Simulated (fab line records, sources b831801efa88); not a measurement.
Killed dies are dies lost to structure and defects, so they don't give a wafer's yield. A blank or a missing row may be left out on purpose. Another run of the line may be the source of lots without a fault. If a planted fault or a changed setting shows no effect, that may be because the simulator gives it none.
A lot that was struck, set against a sound lot / flow sky130 / 15 steps out of a route of 708
Sound: wafers L903.1, L903.2, L903.6. The struck wafers were L910.1, L910.3, L910.5. At the end, the cause is stated.
At each step with rows: each side's tool, then ch and its chambers, then its first start. Under that, the readings that differ: sound wafers / struck wafers / difference of the means / sigmas: that difference in standard deviations of wafers without a fault.
alike: readings whose means differ by less than 2 such deviations, and words and numbers that are the same on both sides. not compared: withheld readings, readings that some wafer has no value for, bounds like >300 that may hide the same value, and numbers for which the record gives no deviation and whose values overlap.
A row with sigmas, a row that says differs or no value, or rows on one side alone: a step with any of these is where the two part. Non-overlapping numbers with no deviation appear without sigmas and do not part them. Lack of a reading on every wafer of one side parts them only where that side has two or more wafers.

SKY_METAL1_STRIP_20: strips in O2/N2.
  sound on plasma_asher-04 ch 0,1, day 32 19:45; struck on plasma_asher-04 ch 0, day 35 14:23
  alike: drypump_motor_current_A, oes_product_au, strip_time_to_endpoint_s
  not compared: rf_hours_counter_h
then, 4 steps without rows for these wafers: SKY_METAL1_STRIP_21 (strips in post etch residue remover, time 1200 s); SKY_METAL1_CLEAN_22 (cleans in IPA, time 180 s); SKY_METAL1_CLEAN_23 (cleans in O3/DIW); SKY_VIA1_HDPCVD_00 (deposits SiO2, target thk 1030 nm, time 171.7 s).
SKY_VIA1_THK_MEAS_01:
  struck on film_metro-02, day 35 15:27; sound on film_metro-02, day 32 20:27
  alike: VIA1_HDPCVD_THK
SKY_VIA1_CMP_02: polishes SiO2.
  sound on cmp-02 ch 0,1,2, day 32 20:34; struck on cmp-02 ch 0,1, day 35 15:31
  alike: motor_current_A
SKY_VIA1_BOW_MEAS_03:
  struck on film_metro-04, day 35 15:49; sound on film_metro-02, day 32 20:49
  alike: VIA1_BOW
then, 4 steps without rows for these wafers: SKY_VIA1_DEHYDRATE_04 (time 60 s); SKY_VIA1_HMDS_05 (prime time 60 s); SKY_VIA1_COAT_06 (resist thk 60 nm); SKY_VIA1_COAT_07 (resist thk 450 nm).
SKY_VIA1_SOFTBAKE_08: time 90 s.
  sound on litho_track-04 ch 0, day 33 10:00; struck on litho_track-02 ch 0, day 36 05:00
reading=heater_power_total_W (W); sound=57.37 57.53 57.37; struck=61.67 61.86 61.89; difference=+4.38; sigmas=+40
reading=run_length_s (s); sound=119.44 119.44 119.42; struck=101.33 101.42 101.53; difference=-18.01; sigmas=-99 or more
  alike: resist_line_temp_C
then, 2 steps without rows for these wafers: SKY_VIA1_EXPOSE_09 (exposes mask VIM, target cd 150 nm); SKY_PAD_OPEN_PROBE_99.

== WHERE THEY PART ==
At SKY_VIA1_SOFTBAKE_08 and nowhere else, as far as this record goes.

WHY: what had been put in by the simulator
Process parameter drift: litho_track-02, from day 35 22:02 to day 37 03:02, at SKY_VIA1_SOFTBAKE_08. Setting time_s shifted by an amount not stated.
